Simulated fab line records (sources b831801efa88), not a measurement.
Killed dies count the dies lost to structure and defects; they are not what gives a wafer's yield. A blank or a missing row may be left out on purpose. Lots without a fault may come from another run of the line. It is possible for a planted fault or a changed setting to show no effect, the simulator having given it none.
Problem report in the 8D (eight disciplines) form, filled by code :: flow gf180mcu :: the parts of the form that need people (team, actions taken, sign-off) are left out

## 1. WHAT WENT WRONG
Mean of cathode_dc_power_W at GF_MIM_SPUTTER_09: 7141.4 W across 6 wafers in 2 lots; on wafers with no fault it is 6499.9 W (standard deviation 1.1). So: +99 or more standard deviations from the usual mean.
The step: material TiN, target thk 35 nm, time 29.2 s.
Earliest sighting: wafer L788.3 on pvd_sputter-01 at day 30 11:19. At this step, 39 wafers from 13 lots have a number in the record. The rule behind "out" and "out of limits": a value lying over 4 standard deviations away from the usual mean. All remaining wafers that have a number are taken as sound.

## 2. WHAT IT IS, AND WHAT IT ISN'T
question: which readings at this step
is: cathode_dc_power_W
is not: -

question: which lots
is: L788, L793
is not: L770, L772, L773, L777, L779, L780, L781, L782, L784, L785, L787

question: which wafers of those lots
is: all that have a number
is not: -

question: read on which tools
is: pvd_sputter-01
is not: pvd_sputter-02, pvd_sputter-03

question: when
is: from day 30 11:19
is not: up to then (33 sound wafers)

## 3. THE SUSPECTS, EACH WITH WHAT RULES IT OUT
Counting: a tool at a process step up to the reading stays a suspect if it ran every lot that is out and no sound lot after the first of them.
- pvd_sputter-01 at GF_MIM_SPUTTER_09 (material TiN, target thk 35 nm, time 29.2 s): kept. All lots that are out passed through it, beginning with L788 at day 30 11:19, and no sound lot followed; its final sound lot before that point was L785 at day 29 14:48. Its own cathode_dc_power_W readings are out on those wafers.
After counting, what remains is pvd_sputter-01 at GF_MIM_SPUTTER_09.

## 4. THE CAUSE (what the simulator had put in)
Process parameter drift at GF_MIM_SPUTTER_09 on pvd_sputter-01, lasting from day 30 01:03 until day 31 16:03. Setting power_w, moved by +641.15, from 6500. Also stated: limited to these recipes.
The count eliminated every tool but this one.

## 5. THE EFFECT CHAIN, in route order
Each row: a reading where the mean over the struck wafers with a number is more than 3 standard deviations away from the usual. Only readings for which the record gives a usual standard deviation are gone through. hours: the time from each lot's start at the first step in this table that gives one to its start at this step, as a median over the lots. sigmas: the change in usual standard deviations.
hours: 0
step: GF_MIM_SPUTTER_09
reading: cathode_dc_power_W
usual: 6499.9 W
on struck wafers: 7141.4
change: +641.5
sigmas: +99 or more
Here are the process steps it includes:
- GF_MIM_SPUTTER_09: material TiN, target thk 35 nm, time 29.2 s.
Later steps that measure or inspect, where all struck wafers having a row at the step show a number for every such reading and not one has moved that far: GF_MIM_RS_MEAS_10, GF_MIM_THK_MEAS_11.

## 6. WHAT WOULD HAVE CAUGHT IT SOONER
10 hours passed between the start of the fault at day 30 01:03 and the first reading out of limits in this record, taken at day 30 11:19.
